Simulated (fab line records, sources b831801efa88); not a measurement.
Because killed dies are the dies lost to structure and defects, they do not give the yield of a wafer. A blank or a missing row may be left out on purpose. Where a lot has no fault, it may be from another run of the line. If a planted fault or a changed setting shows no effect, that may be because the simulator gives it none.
A lot that was struck, set against a sound lot :: flow sky130 :: 32 steps out of a route of 708
Sound: these wafers, L992.3, L992.4, L992.5. Wafers L102.2, L102.4, L102.6 were the ones struck. The cause is named last.
Each step with rows lists, per side, the tool, then ch with its chambers, then its first start. Under that, the readings that differ: sound wafers :: struck wafers :: difference of the means :: sigmas: that difference in standard deviations of wafers without a fault.
alike: readings whose means differ by less than 2 such deviations, and words and numbers that are the same on both sides. not compared: withheld readings, readings that some wafer has no value for, bounds like >300 that may hide the same value, and numbers for which the record gives no deviation and whose values overlap.
Wherever a step has rows on one side only, a row that says differs or no value, or a row with sigmas, the two part there. When numbers do not overlap yet have no deviation, they are printed without sigmas and do not part them. Lack of a reading on every wafer of one side parts them only where that side has two or more wafers.

SKY_CONTACT_ETCH_18: etches Si3N4 in CHF3/O2, stops on TiN, time 39 s, target depth 75 nm.
  sound on rie-diel-01 ch 0,1; struck on rie-diel-04 ch 2,3
reading: drypump-motor-current-A (A)
sound: 6.6 6.3 6.6
struck: 4.9 5.6 5.6
difference: -1.1
sigmas: -2
  alike: oes-product-au, throttle-valve-pct
  not compared: rf-hours-counter-h
then, 5 steps without rows for these wafers: SKY_CONTACT_STRIP_19 (strips in O2/N2); SKY_CONTACT_STRIP_20 (strips in post etch residue remover, time 1200 s); SKY_CONTACT_CLEAN_21 (cleans in IPA, time 180 s); SKY_CONTACT_CLEAN_22 (cleans in O3/DIW); SKY_CONTACT_SPUTTER_23 (material TiN, target thk 20 nm, time 80 s).
SKY_CONTACT_CVD_24: deposits W, target thk 340 nm, time 102.12 s.
  sound on cvd-w-02 ch 0, day 33 08:52; struck on cvd-w-02 ch 0, day 37 18:05
  alike: heater-power-w
SKY_CONTACT_RS_MEAS_25: measures by four-point-probe.
  sound on film-metro-04 at day 33 09:03; struck on film-metro-02 at day 37 18:13
  alike: CONTACT_W_RS
SKY_CONTACT_THK_MEAS_26: measures by xrf.
  sound on film-metro-04 at day 33 09:09; struck on film-metro-02 at day 37 18:19
  alike: CONTACT_W_THK
then, 3 steps without rows for these wafers: SKY_CONTACT_CMP_27 (polishes, stops on SiO2, t overpolish 15 s, target thk 0 nm); SKY_METAL1_SPUTTER_00 (material Ti, target thk 15 nm, time 10 s); SKY_METAL1_SPUTTER_01 (material TiN, target thk 20 nm, time 16.7 s).
SKY_METAL1_SPUTTER_02: material AlCu, target thk 250 nm, time 13.3 s.
  sound on pvd-sputter-01 at day 33 09:32; struck on pvd-sputter-01 at day 37 18:43
reading: cathode-dc-power-W (W)
sound: 10601 10597 10602
struck: 13051 13050 13047
difference: +2449
sigmas: +99 or more

reading: model.AlCu_of_METAL1_SPUTTER_02.thk-nm (nm)
sound: 254.4 249.7 250.5
struck: 308.4 309.7 307.3
difference: +56.9
sigmas: 
  alike: throttle-valve-pct
SKY_METAL1_SPUTTER_03: material Ti, target thk 5 nm, time 3.3 s.
  sound on pvd-sputter-01 at day 33 09:34; struck on pvd-sputter-01 at day 37 18:45
  alike: cathode-dc-power-W, throttle-valve-pct
SKY_METAL1_SPUTTER_04: material TiN, target thk 70 nm, time 58.3 s.
  sound on pvd-sputter-01 at day 33 09:35; struck on pvd-sputter-01 at day 37 18:46
  alike: cathode-dc-power-W, throttle-valve-pct
SKY_METAL1_RS_MEAS_05: measures by four-point-probe.
  sound on film-metro-01 at day 33 09:41; struck on film-metro-04 at day 37 18:50
reading: METAL1_ALCU_RS (ohm/sq)
sound: 0.1245 0.1268 0.1264
struck: 0.1022 0.1019 0.1027
difference: -0.0236
sigmas: -15
SKY_METAL1_THK_MEAS_06: measures by xrf.
  sound on film-metro-01 at day 33 09:47; struck on film-metro-04 at day 37 18:56
reading: METAL1_ALCU_THK (nm)
sound: 250.6 248.8 245.7
struck: 303.1 304.6 300.9
difference: +54.5
sigmas: +18
then, 8 steps without rows for these wafers: SKY_METAL1_DEHYDRATE_07 (time 60 s); SKY_METAL1_HMDS_08 (prime time 60 s); SKY_METAL1_COAT_09 (resist thk 60 nm); SKY_METAL1_COAT_10 (resist thk 450 nm); SKY_METAL1_SOFTBAKE_11 (time 90 s); SKY_METAL1_EXPOSE_12 (exposes mask MM1, target cd 140 nm); SKY_METAL1_PEB_13; SKY_METAL1_DEVELOP_14 (develop time 60 s).
SKY_METAL1_CD_MEAS_15: target cd 140 nm.
  sound on cd-sem-01 at day 34 12:41; struck on cd-sem-02 at day 38 20:45
  alike: cd-nm
SKY_METAL1_OVL_MEAS_16:
  sound on overlay-02 at day 34 12:47; struck on overlay-01 at day 38 20:52
  alike: METAL1_OVL
then, 1 step without rows for these wafers: SKY_METAL1_DESCUM_17 (chemistry O2, time 8 s).
SKY_METAL1_ETCH_18: etches BARC in N2/H2, stops on SiO2, time 45.9 s, target depth 60 nm.
  sound on rie-metal-03 ch 0,1, day 34 12:52; struck on rie-metal-02 ch 0,1, day 38 20:55
  alike: drypump-motor-current-A, oes-product-au, throttle-valve-pct
  not compared: rf-hours-counter-h
SKY_METAL1_METAL_ETCH_19: etches the open film in Cl2/BCl3, stops on SiO2, target depth 360 nm, time 78 s.
  sound on rie-metal-03 ch 0,1, day 34 12:56; struck on rie-metal-02 ch 0,1, day 38 20:59
reading: oes-product-au (a.u.)
sound: 0.856 0.854 0.852
struck: 0.879 0.891 0.883
difference: +0.030
sigmas: +4
  alike: drypump-motor-current-A, throttle-valve-pct
  not compared: rf-hours-counter-h
then, 1 step without rows for these wafers: SKY_METAL1_STRIP_20 (strips in O2/N2).
-- the record jumps here: 11 days lie between the struck wafers' starts before and after (it left off in module METAL1 and takes up again in module PAD_OPEN, whose first step shown is number 708 of the route) --
SKY_PAD_OPEN_PROBE_99:
  sound on prober-01 at day 47 02:50; struck on prober-01 at day 50 07:05
reading: model.etest.met1.line-ohm-um
sound: 0.8909 0.9506 0.93
struck: 0.7223 0.7108 0.7649
difference: -0.1912
sigmas: 

reading: model.etest.met1.rs-ohm-sq
sound: 0.1273 0.1281 0.1286
struck: 0.1023 0.1033 0.105
difference: -0.0245
sigmas: 
  alike: defect-limited-yield, killed_at_M0_to_M3, killed_at_M4_up, killed-at-contacts, killed-at-front-end, killed-at-other, killed-dies, killed-open, killed-short, sort_bin_3_pad_short, sort_bin_5_function, sort_bin_6_memory, sort-n-pass, sort-yield-pct

WHERE THEY PART
At SKY_CONTACT_ETCH_18 first; at SKY_METAL1_METAL_ETCH_19 last (within this record only). Later steps at which nothing parts them and some readings are alike: SKY_PAD_OPEN_PROBE_99.

WHY: whatever the simulator had introduced
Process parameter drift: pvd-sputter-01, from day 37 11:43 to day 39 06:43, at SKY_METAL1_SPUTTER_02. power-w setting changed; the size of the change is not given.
